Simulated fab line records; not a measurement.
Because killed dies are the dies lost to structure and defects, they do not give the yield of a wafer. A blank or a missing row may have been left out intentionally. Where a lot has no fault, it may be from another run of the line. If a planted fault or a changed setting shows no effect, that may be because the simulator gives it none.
One fault through the eyes of 2 desks -- flow gf180mcu -- only its own numbers are on each desk; what lay behind them is given at the end

## FROM THE METROLOGY DESK
Lot by lot, what the gauges showed, no matter which tool ran the lot: averages of those sampled wafers that carry a number. The brackets show how far a lot's mean lies from the usual mean; more than 4 standard deviations puts the lot out of limits, marked OUT.
Columns: A = VT_IMPLANT_3_TW at GF_VT_IMPLANT_TW_MEAS_32, usual 267.3; B = cd-nm at GF_POLY_GATE_CD_MEAS_10, usual 279.7 nm; C = HV_LDD_TW at GF_HV_LDD_TW_MEAS_11, usual 2414
lot,first seen here,A,B,C
L585,day 7 02:30,266.0,279.9,2421
L586,day 7 05:40,265.9,279.0,2421
L587,day 7 10:34,269.2,278.6,2418
L588,day 7 18:06,266.1,277.8,2395
L589,day 8 01:02,266.5,279.1,2416
L590,day 8 04:50,267.7,279.3,2385
L591,day 8 12:52,267.4,278.7,2408
L594,day 9 07:34,267.5,279.5,2417
L598,day 10 10:50,266.9,280.6,2439
L601,day 11 05:33,270.3,243.1 (-31) OUT,2406
L604,day 12 00:26,266.0,278.3,2403
L605,day 12 09:48,266.2,281.0,2408
This desk's verdict: out of limits on L601, starting with L601 at day 13 20:38 (cd-nm at GF_POLY_GATE_CD_MEAS_10). Within limits: L585, L586, L587, L588, L589, L590, L591, L594, L598, L604, L605.

## THE TOOL OWNER'S DESK: krf-scanner-02
The tool's own readings at GF_POLY_GATE_EXPOSE_07 (exposes mask Poly2, target cd 280 nm): means of the sampled wafers that have a number, for each lot that ran on this tool. The brackets show how far a lot's mean lies from the usual mean; more than 4 standard deviations puts the lot out of limits, marked OUT.
Columns: A = exposure-dose-mJ-cm2 at GF_POLY_GATE_EXPOSE_07, usual 27.98; B = focus-offset-nm at GF_POLY_GATE_EXPOSE_07, usual 0.0 nm
lot,first seen here,A,B
L585,day 9 01:08,27.95,-0.3
L586,day 9 04:32,27.96,0.0
L587,day 9 09:37,27.99,0.0
L594,day 11 09:27,27.95,0.3
L601,day 13 10:57,25.59 (-75) OUT,-0.1
This desk's verdict: out of limits on L601, starting with L601 at day 13 10:57 (exposure-dose-mJ-cm2 at GF_POLY_GATE_EXPOSE_07). Within limits: L585, L586, L587, L594.

## PUT TOGETHER
The tool owner's desk could have raised an alarm at day 13 10:57, on L601.
Metrology desk: alarm possible at day 13 20:38 on L601.
All the named lots went through GF_POLY_GATE_EXPOSE_07 on krf-scanner-02.

## WHAT THE SIMULATOR HAD PUT IN
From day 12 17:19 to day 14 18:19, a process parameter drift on krf-scanner-02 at GF_POLY_GATE_EXPOSE_07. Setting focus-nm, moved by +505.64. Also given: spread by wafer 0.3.
Struck lots among those shown: L601.
Time in hours from fault onset to the first out-of-limits reading at each desk: tool owner's desk 18, metrology desk 27.
